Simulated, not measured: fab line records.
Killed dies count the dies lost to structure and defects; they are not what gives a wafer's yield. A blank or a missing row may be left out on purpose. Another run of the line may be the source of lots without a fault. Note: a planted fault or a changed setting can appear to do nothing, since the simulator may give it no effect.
fab line records    flow gf180mcu
[record] lots = 7  wafers = 21  last-day = 34
route steps=602 shown M1@323 V1@335
lots with no fault: from the same line, run without faults
start-h: hours from the record's opening day to when the first of the lot's shown wafers began    wait-h: hours elapsed since this lot's preceding step    " repeats the value in the row above    L1.1+2: a row that stands for several wafers    - no value present, or no start provided    * or withheld: withheld    < > ~ a bound
route shown NAME@n: a module of which the file shows steps, and the number in the route of the first    usual: average and standard deviation across the fault-free wafers    same: alike in all rows    chamber/n: place in a boat    sites: the reading at each site    _std_site: standard deviation across them    _edge_site: outer sites' mean less inner sites'    radius-mm: for every site, how far away it sits from the centre of the wafer    mask NAME#n: copy n    behind: tool/chamber where the wafer was last shaped    hold: why the lot went on hold/how many hours it stayed there/how the hold came to an end    device: transistor that didn't switch, given as n, p or np    end of line: the route-end tests of the same wafers    a step with no rows: only its recipe    killed: count of dies lost to structure and defects at first sort (not the wafer's yield)    map: the dies of a wafer, with x for killed, . for not killed, _ for no die there
set.NAME: the setting that was run; set.NAME@STEP: the one run at that earlier step    model.NAME: the simulator's own value behind a step, which no gauge read
a table for each step, a row for each wafer; lots at some steps of the route
services: a tool's chamber out of use, with start hour (start-h, from the record's first day; less than 0 if before it), hours out, and reason
[[steps]]
[step GF_M1_HMDS_08]
[recipe] prime-time-s = 60  prime-temp-c = 120
[step GF_M1_COAT_09]
[recipe] resist = KrF  spin-rpm = withheld  resist-thk-nm = 1000
[step GF_M1_SOFTBAKE_10]
[recipe] temp-c = 130  time-s = 60  resist = KrF
[step GF_M1_EXPOSE_11]
[recipe] mask-id = Metal1  target-cd-nm = 230  na = 0.68  source-shape = conventional  sigma-outer = 0.6  dose-mj = 28
[step GF_M1_PEB_12]
[recipe] peb-temp-c = 135  peb-time-s = 90  resist = KrF
[step GF_M1_DEVELOP_13]
[recipe] develop-time-s = 60  dev-temp-c = 21
[step GF_M1_CD_MEAS_14]
[recipe] target-cd-nm = 230
[usual] cd-nm = 229.9/1.2
lot.wafer  tool       chamber  start-h  wait-h  cd-nm
L310.1     cd-sem-01  -        404.12   0.1     229.3
L310.5     "          -        "        "       229.1
L310.6     "          -        "        "       229.7
L317.1     cd-sem-01  -        463.12   0.1     232.0
L317.2     "          -        "        "       231.0
L317.5     "          -        "        "       230.5
L325.1     cd-sem-02  -        524.32   0.1     230.4
L325.3     "          -        "        "       230.7
L325.6     "          -        "        "       229.9
L326.1     cd-sem-02  -        542.25   0.1     229.3
L326.2     "          -        "        "       229.7
L326.3     "          -        "        "       229.3
L327.4     cd-sem-01  -        544.81   0.1     231.6
L327.5     "          -        "        "       231.9
L327.6     "          -        "        "       231.7
L329.1     cd-sem-01  -        556.52   0.1     227.8
L329.5     "          -        "        "       227.6
L329.6     "          -        "        "       228.6
L330.3     cd-sem-02  -        585.11   0.1     231.8
L330.4     "          -        "        "       231.9
L330.5     "          -        "        "       232.1
[step GF_M1_OVL_MEAS_15]
[usual] M1_OVL = 1/6
lot.wafer  tool        chamber  start-h  wait-h  M1_OVL[nm]
L310.1     overlay-01  -        404.24   0.1     8
L310.5     "           -        "        "       6
L310.6     "           -        "        "       1
L317.1     overlay-02  -        463.24   0.1     0
L317.2     "           -        "        "       -1
L317.5     "           -        "        "       -1
L325.1     overlay-01  -        524.44   0.1     1
L325.3     "           -        "        "       3
L325.6     "           -        "        "       6
L326.1     overlay-01  -        542.37   0.1     -9
L326.2     "           -        "        "       -4
L326.3     "           -        "        "       -9
L327.4     overlay-02  -        544.89   0.1     -5
L327.5     "           -        "        "       10
L327.6     "           -        "        "       0
L329.1     overlay-02  -        556.64   0.1     3
L329.5     "           -        "        "       4
L329.6     "           -        "        "       2
L330.3     overlay-01  -        585.20   0.1     5
L330.4     "           -        "        "       15
L330.5     "           -        "        "       4
[step GF_M1_METAL_ETCH_16]
[recipe] chemistry = Cl2/BCl3  mask-material = KrF  target-depth-nm = 627.5  stop-on = SiO2  pressure-mtorr = 8  icp-w = 800  bias-w = 140  Cl2_flow_sccm = 80  bcl3-flow-sccm = 40  time-s = 104.6
[usual] drypump-motor-current-A = 5.6/0.36  oes-product-au = 0.967/0.0066  throttle-valve-pct = 28.255/0.011
lot.wafer  tool          chamber  start-h  wait-h  drypump-motor-current-A  oes-product-au  rf-hours-counter-h  throttle-valve-pct
L310.1     rie-metal-03  0        404.28   0.0     4.8                      0.966           9                   28.251
L310.5     "             1        "        "       5.8                      0.978           -                   28.244
L310.6     "             0        "        "       4.8                      0.960           -                   28.283
L317.1     rie-metal-03  0        463.28   0.0     4.8                      0.964           11                  28.261
L317.2     "             1        "        "       5.8                      0.970           0                   28.251
L317.5     "             0        "        "       4.8                      0.968           -                   28.257
L325.1     rie-metal-03  1        524.48   0.0     5.7                      0.955           2                   28.248
L325.3     "             0        "        "       4.8                      0.954           -                   28.268
L325.6     "             0        "        "       4.8                      0.957           -                   28.260
L326.1     rie-metal-03  0        542.41   0.0     4.8                      0.972           1                   28.245
L326.2     "             1        "        "       5.8                      0.981           3                   28.238
L326.3     "             1        "        "       5.8                      0.981           -                   28.244
L327.4     rie-metal-04  0        544.95   0.0     5.7                      0.970           -                   28.245
L327.5     "             0        "        "       5.7                      0.968           -                   28.257
L327.6     "             1        "        "       5.6                      0.958           -                   28.261
L329.1     rie-metal-03  1        556.68   0.0     5.8                      0.954           3                   28.265
L329.5     "             1        "        "       5.8                      0.962           -                   28.256
L329.6     "             0        "        "       4.8                      0.973           -                   28.251
L330.3     rie-metal-04  0        585.30   0.1     5.7                      0.964           -                   28.259
L330.4     "             0        "        "       5.7                      0.973           -                   28.256
L330.5     "             0        "        "       5.7                      0.977           -                   28.246
[step GF_M1_STRIP_17]
[recipe] chemistry = O2/N2  power-w = 1400  pressure-mtorr = 1500  platen-temp-c = 250  o2-flow-sccm = 3000  n2-flow-sccm = 300  overash-fraction = 0.5
[usual] drypump-motor-current-A = 5.9/0.44  heater-power-w = 330/38  o2-flow-sccm = 3000/8.6  oes-product-au = 0.558/0.0044  strip-time-to-endpoint-s = 7.89/0.067
lot.wafer  tool             chamber  start-h  wait-h  drypump-motor-current-A  heater-power-w  o2-flow-sccm  oes-product-au  rf-hours-counter-h  strip-time-to-endpoint-s
L310.1     plasma-asher-02  0        404.39   0.1     6.1                      340             3016          0.571           32                  8.04
L310.5     "                1        "        "       5.8                      324             2993          0.559           -                   7.96
L310.6     "                0        "        "       6.1                      348             3018          0.558           -                   7.97
L317.1     plasma-asher-04  0        463.39   0.1     6.4                      306             3010          0.559           68                  7.98
L317.2     "                1        "        "       5.2                      288             2992          0.559           68                  7.90
L317.5     "                0        "        "       6.4                      308             2998          0.557           -                   7.98
L325.1     plasma-asher-01  0        524.59   0.1     6.1                      362             3011          0.560           10                  7.89
L325.3     "                0        "        "       6.1                      356             2998          0.555           -                   7.96
L325.6     "                0        "        "       6.1                      357             3021          0.560           -                   7.93
L326.1     plasma-asher-04  0        542.52   0.1     6.5                      313             2990          0.563           78                  7.88
L326.2     "                1        "        "       5.3                      285             2994          0.561           78                  7.89
L326.3     "                0        "        "       6.5                      309             2994          0.566           -                   7.87
L327.4     plasma-asher-01  1        545.06   0.1     5.8                      404             3001          0.551           -                   7.86
L327.5     "                0        "        "       6.1                      359             3005          0.558           -                   7.85
L327.6     "                1        "        "       5.8                      394             3010          0.562           -                   7.91
L329.1     plasma-asher-01  0        556.79   0.1     6.1                      363             2992          0.548           11                  7.94
L329.5     "                1        "        "       5.8                      398             2998          0.559           -                   7.89
L329.6     "                0        "        "       6.1                      356             2997          0.555           -                   7.93
L330.3     plasma-asher-01  0        585.48   0.1     6.1                      358             3007          0.555           -                   7.91
L330.4     "                1        "        "       5.8                      404             3004          0.553           -                   7.83
L330.5     "                1        "        "       5.8                      402             3002          0.560           -                   7.87
[step GF_M1_STRIP_18]
[recipe] chemistry = post-etch-residue-remover  time-s = 1200  temp-c = 72.5
[step GF_M1_CLEAN_19]
[recipe] chemistry = DIW  dry = n2-spin
[step GF_V1_CVD_00]
[recipe] material = SiO2  target-thk-nm = 600  sigma-open-frac = 0.3  temp-c = 400  time-s = 100  sih4-flow-sccm = 60  pressure-mtorr = 6
[usual] pressure-mtorr = 6.001/0.012  run-length-s = 128.0/0.55
lot.wafer  tool       chamber  start-h  wait-h  pressure-mtorr  run-length-s
L310.1     hdpcvd-02  1        404.92   0.0     5.992           127.9
L310.5     "          1        "        "       5.996           127.5
L310.6     "          0        "        "       5.995           127.6
L317.1     hdpcvd-01  0        463.92   0.0     5.996           127.4
L317.2     "          2        "        "       6.018           129.5
L317.5     "          0        "        "       5.974           127.7
L325.1     hdpcvd-01  0        525.21   0.0     -               -
L325.3     "          2        "        "       -               -
L325.6     "          1        "        "       -               -
L326.1     hdpcvd-01  1        543.06   0.0     -               -
L326.2     "          2        "        "       -               -
L326.3     "          1        "        "       -               -
L327.4     hdpcvd-01  1        545.60   0.0     -               -
L327.5     "          1        "        "       -               -
L327.6     "          2        "        "       -               -
L329.1     hdpcvd-02  2        557.32   0.0     6.014           128.0
L329.5     "          2        "        "       6.007           128.0
L329.6     "          0        "        "       6.009           128.4
L330.3     hdpcvd-01  1        585.99   0.0     5.990           127.9
L330.4     "          0        "        "       6.010           127.9
L330.5     "          1        "        "       6.002           128.1
[step GF_V1_CVD_02]
[recipe] material = SiO2  target-thk-nm = 850  precursor = TEOS  temp-c = 400  time-s = 94.851  rf-w = 600
[usual] heater-power-outer-w = 416/57  heater-power-w = 713/91
lot.wafer  tool      chamber  start-h  wait-h  heater-power-outer-w  heater-power-w
L310.1     pecvd-02  0        405.06   0.1     469                   819
L310.5     "         0        "        "       340                   638
L310.6     "         1        "        "       525                   859
L317.1     pecvd-03  1        464.05   0.1     409                   715
L317.2     "         0        "        "       387                   624
L317.5     "         0        "        "       415                   657
L325.1     pecvd-02  2        525.35   0.1     457                   708
L325.3     "         0        "        "       454                   808
L325.6     "         1        "        "       487                   836
L326.1     pecvd-01  1        543.23   0.1     384                   727
L326.2     "         0        "        "       282                   547
L326.3     "         2        "        "       397                   690
L327.4     pecvd-02  1        545.77   0.1     494                   847
L327.5     "         0        "        "       351                   658
L327.6     "         2        "        "       441                   690
L329.1     pecvd-02  1        557.45   0.1     504                   849
L329.5     "         1        "        "       387                   714
L329.6     "         0        "        "       343                   660
L330.3     pecvd-01  0        586.12   0.0     294                   563
L330.4     "         2        "        "       321                   602
L330.5     "         1        "        "       370                   720
[step GF_V1_CMP_04]
[recipe] material = SiO2  down-force-psi = 4  platen-rpm = 60  pad-velocity-m-s = 0.94248
[usual] head-pressure-psi = 3.999/0.009  motor-current-A = 12.2/1.5
lot.wafer  tool    chamber  start-h  wait-h  head-pressure-psi  motor-current-A
L310.1     cmp-01  1        405.37   0.2     4.000              9.9
L310.6     "       2        "        "       4.005              12.0
L310.5     "       3        "        "       3.978              13.8
L317.2     cmp-02  2        464.18   0.0     4.003              10.9
L317.1     "       0        "        "       3.993              13.3
L317.5     "       3        "        "       4.009              12.7
L325.3     cmp-02  0        525.47   0.0     3.993              13.6
L325.1     "       2        "        "       4.012              10.5
L325.6     "       1        "        "       3.985              14.3
L326.1     cmp-02  1        543.36   0.1     3.998              14.0
L326.3     "       2        "        "       3.984              11.3
L326.2     "       3        "        "       3.979              11.5
L327.4     cmp-01  0        545.91   0.1     4.000              9.7
L327.5     "       3        "        "       3.995              12.9
L327.6     "       0        "        "       3.994              10.3
L329.1     cmp-02  2        557.68   0.1     4.012              11.4
L329.6     "       0        "        "       3.995              13.3
L329.5     "       1        "        "       4.011              13.6
L330.3     cmp-02  1        586.25   0.0     4.004              14.0
L330.4     "       2        "        "       3.996              11.1
L330.5     "       1        "        "       3.990              13.6
[step GF_V1_BOW_MEAS_05]
[recipe] mode = bow
[usual] V1_BOW = 85/7.2
lot.wafer  tool           chamber  start-h  wait-h  V1_BOW[um]
L310.1     film-metro-02  -        405.58   0.2     101
L310.5     "              -        "        "       85
L310.6     "              -        "        "       94
L317.1     film-metro-03  -        464.48   0.1     89
L317.2     "              -        "        "       80
L317.5     "              -        "        "       90
L325.1     film-metro-01  -        525.77   0.1     63
L325.3     "              -        "        "       59
L325.6     "              -        "        "       57
L326.1     film-metro-02  -        543.66   0.2     49
L326.2     "              -        "        "       50
L326.3     "              -        "        "       56
L327.4     film-metro-03  -        546.22   0.3     54
L327.5     "              -        "        "       44
L327.6     "              -        "        "       59
L329.1     film-metro-01  -        557.88   0.1     85
L329.5     "              -        "        "       93
L329.6     "              -        "        "       97
L330.3     film-metro-03  -        586.59   0.3     85
L330.4     "              -        "        "       79
L330.5     "              -        "        "       66
[step GF_V1_DEHYDRATE_06]
[recipe] temp-c = 200  time-s = 60
[[services]]
tool             chamber  start-h  hours  kind
pecvd-01         -        393.22   1.3    repair
cmp-02           -        399.54   5.8    pm
cmp-02           -        405.35   4.0    pm
plasma-asher-01  -        406.16   1.8    repair
plasma-asher-01  -        421.25   9.0    pm
hdpcvd-01        0        422.58   11.9   repair
plasma-asher-04  -        429.04   2.0    repair
pecvd-02         2        431.42   5.3    repair
pecvd-01         -        433.71   5.5    pm
pecvd-01         2        440.13   5.1    repair
cmp-02           -        459.45   1.1    repair
cmp-02           -        461.29   1.4    repair
cmp-01           -        468.24   2.5    repair
cmp-02           -        470.20   1.7    repair
cmp-01           -        474.88   1.4    repair
hdpcvd-02        2        490.85   6.2    repair
pecvd-01         1        492.59   8.3    repair
cmp-01           -        499.15   5.0    pm
hdpcvd-02        -        518.53   5.5    pm
plasma-asher-01  -        527.99   16.6   repair
hdpcvd-02        -        539.25   15.0   pm
hdpcvd-01        0        539.96   8.3    repair
rie-metal-04     -        550.44   0.4    repair
rie-metal-03     -        580.17   14.6   pm
[[key]]
[first-sign] step = GF_V1_CVD_00  reading = tool-record  direction = missing
[effect] step = GF_V1_BOW_MEAS_05  reading = V1_BOW  direction = down  sigmas = 4.2  usual = 85  struck = 54
met-at GF_V1_CVD_00
struck-wafers L325.1,L325.3,L325.6,L326.1,L326.2,L326.3,L327.4,L327.5,L327.6
later-rows-left-out L325.1,L325.3,L325.6,L326.1,L326.2,L326.3,L327.4,L327.5,L327.6
sort-left-out L325.1,L325.3,L325.6,L326.1,L326.2,L326.3,L327.4,L327.5,L327.6
onset-between 463.92 525.21
[fault] kind = skipped-step-whole  tool = hdpcvd-01  chamber = -  onset-h = 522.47  steps = GF_V1_CVD_00  scope = struck-lots-only
// sort-left-out: the simulated sort isn't trusted on such a fault, so these wafers' sort isn't shown, and their yield isn't known
// later-rows-left-out: the simulator's readings of these wafers behind a module that went badly wrong aren't trusted and aren't shown, but for the sort
